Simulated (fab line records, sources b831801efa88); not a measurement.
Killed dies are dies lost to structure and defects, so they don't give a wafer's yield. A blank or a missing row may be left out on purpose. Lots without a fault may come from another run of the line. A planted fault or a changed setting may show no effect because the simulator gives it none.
One fault seen from 2 desks | flow sky130 | each desk has only its own numbers; what lay behind them comes last

THE METROLOGY DESK
What the gauges read, lot by lot, whatever tool the lot ran on: means of the sampled wafers that have a number. A lot is out of limits, marked OUT, if its mean lies more than 4 standard deviations from the usual mean; the brackets give that distance.
Columns: A = LI_CONTACT_OVL at SKY_LI_CONTACT_OVL_MEAS_13, usual -1 nm; B = LOCAL_INTERCONNECT_OVL at SKY_LOCAL_INTERCONNECT_OVL_MEAS_12, usual -3 nm; C = CONTACT_BOW at SKY_CONTACT_BOW_MEAS_05, usual 81 um; D = cd_nm at SKY_CONTACT_CD_MEAS_14, usual 169.9 nm; E = CONTACT_OVL at SKY_CONTACT_OVL_MEAS_15, usual 3 nm
lot  | first seen here | A  | B   | C  | D     | E
L962 | day 29 11:20    | 1  | -1  | 83 | 169.2 | 6
L964 | day 30 03:26    | 3  | -5  | 78 | 172.4 | -2
L963 | day 30 03:32    | 3  | -10 | 77 | 167.0 | 5
L966 | day 31 17:26    | 1  | -1  | 86 | 168.8 | 6
L969 | day 32 05:35    | -2 | -3  | 84 | 170.5 | -2
L970 | day 32 10:26    | -7 | -8  | 80 | 171.3 | 2
L976 | day 34 20:38    | -4 | -2  | 91 | 170.3 | 3
L978 | day 35 00:41    | -1 | -7  | 86 | 168.9 | 6
L980 | day 35 10:14    | -0 | -1  | 83 | 169.0 | -1
L982 | day 36 08:51    | -1 | 7   | 85 | 170.0 | 6
L984 | day 36 14:05    | -3 | -5  | 82 | 170.1 | 0
This desk's finding: nothing out of limits on any of the 11 lots.

THE TOOL OWNER'S DESK: rie_metal-02
The tool's own readings at SKY_LOCAL_INTERCONNECT_ETCH_13 (etches BARC in N2/H2, stops on SiO2, time 45.9 s, target depth 60 nm): means of the sampled wafers that have a number, for each lot that ran on this tool. A lot is out of limits, marked OUT, if its mean lies more than 4 standard deviations from the usual mean; the brackets give that distance.
Columns: A = drypump_motor_current_A at SKY_LOCAL_INTERCONNECT_ETCH_13, usual 5.9 A; B = oes_product_au at SKY_LOCAL_INTERCONNECT_ETCH_13, usual 0.856 a.u.; C = throttle_valve_pct at SKY_LOCAL_INTERCONNECT_ETCH_13, usual 13.225 %
lot  | first seen here | A   | B                | C
L962 | day 30 16:26    | 6.0 | 0.852            | 13.222
L964 | day 31 08:47    | 6.0 | 0.854            | 13.234
L966 | day 32 21:43    | 6.1 | 0.855            | 13.223
L969 | day 33 10:37    | 6.2 | 0.858            | 13.222
L976 | day 36 07:47    | 6.2 | 0.815 (-8.6) OUT | 13.221
L978 | day 36 09:13    | 6.2 | 0.813 (-9.0) OUT | 13.211
L980 | day 36 13:11    | 6.1 | 0.820 (-7.4) OUT | 13.210
This desk's finding: out of limits on L976, L978, L980; first on L976, day 36 07:47 (oes_product_au at SKY_LOCAL_INTERCONNECT_ETCH_13). In limits: L962, L964, L966, L969.

PUT TOGETHER
The tool owner's desk could have raised an alarm at day 36 07:47, on L976, L978, L980.
The metrology desk saw nothing out of limits.
The metrology desk has L976, L978, L980 on record, within its limits.
Of the lots named, all ran SKY_LOCAL_INTERCONNECT_ETCH_13 on rie_metal-02.

WHAT THE SIMULATOR HAD PUT IN
Process parameter drift: rie_metal-02, from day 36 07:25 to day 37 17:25, at SKY_LOCAL_INTERCONNECT_ETCH_13. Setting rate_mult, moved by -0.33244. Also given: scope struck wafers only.
Lots struck among those shown: L976, L978, L980.
Hours from the fault's start to each desk's first reading out of limits: the tool owner's desk, 0.
